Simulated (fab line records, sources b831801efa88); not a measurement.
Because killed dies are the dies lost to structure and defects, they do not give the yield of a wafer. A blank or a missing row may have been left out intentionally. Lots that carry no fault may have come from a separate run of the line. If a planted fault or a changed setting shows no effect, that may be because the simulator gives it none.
Chamber matching | flow gf180mcu | 3 sister chambers for GF_V2_CVD_00 on hdpcvd-01
The step deposits SiO2, target thk 600 nm, time 100 s. 18 wafers are shown with their chamber, then 9 later ones without.

== EACH WAFER AND ITS CHAMBER ==
wafer  | chamber | run-length-s (s) | pressure-mtorr (mTorr)
L816.1 | 0       | 127.6            | 5.989
L816.3 | 2       | 128.5            | 5.981
L816.5 | 0       | 128.0            | 6.005
L819.3 | 2       | 127.6            | 6.001
L819.4 | 0       | 128.1            | 5.999
L819.6 | 2       | 128.4            | 6.000
L820.4 | 0       | 127.7            | 5.987
L820.5 | 2       | 127.5            | 6.006
L820.6 | 1       | 127.3            | 6.001
L821.4 | 0       | 128.4            | 6.021
L821.5 | 1       | 127.3            | 6.003
L821.6 | 2       | 127.6            | 5.989
L825.1 | 0       | 128.1            | 5.980
L825.2 | 1       | 127.4            | 6.005
L825.4 | 0       | 128.4            | 5.988
L826.1 | 0       | 127.7            | 6.012
L826.2 | 2       | 128.0            | 5.982
L826.5 | 1       | 127.2            | 5.985

SIGNATURES (averages over the wafers above)
reading        | chamber 0 | chamber 1 | chamber 2 | scatter within a chamber
run-length-s   | 128.000   | 127.300   | 127.933   | 0.332
pressure-mtorr | 5.99763   | 5.99850   | 5.99317   | 0.0121
Rule: distance of a wafer from a chamber = root of the sum over the readings of ((wafer's reading minus chamber's mean) / reading's scatter) squared. The wafer belongs to the nearest chamber; if the next one is less than 2 further off, it can't be placed. The scatter: the root of (the sum of the squares of (reading less its chamber's mean) over the shown wafers, divided by (wafers less chambers)).

== WAFERS WITH NO CHAMBER GIVEN ==
wafer  | run-length-s (s) | pressure-mtorr (mTorr)
L827.1 | 128.1            | 5.995
L827.4 | 127.8            | 6.000
L827.5 | 127.5            | 5.994
L828.2 | 127.2            | 5.999
L828.4 | 127.9            | 5.982
L828.5 | 127.1            | 5.985
L829.2 | 126.9            | 6.008
L829.4 | 127.9            | 5.984
L829.5 | 127.3            | 5.991

== WHICH CHAMBER EACH ONE RAN IN ==
wafer  | from the rows above          | in truth
L827.1 | can't be placed: 0 or 2      | 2
L827.4 | can't be placed: 0 or 2 or 1 | 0
L827.5 | can't be placed: 1 or 2 or 0 | 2
L828.2 | can't be placed: 1 or 2      | 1
L828.4 | can't be placed: 2 or 0 or 1 | 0
L828.5 | can't be placed: 1 or 2 or 0 | 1
L829.2 | can't be placed: 1 or 2 or 0 | 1
L829.4 | can't be placed: 2 or 0 or 1 | 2
L829.5 | can't be placed: 1 or 2 or 0 | 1
0 of 9 placed correctly. From these rows, 9 cannot be placed; in 9 the true chamber is one of the candidates. Placed wrongly: 0.
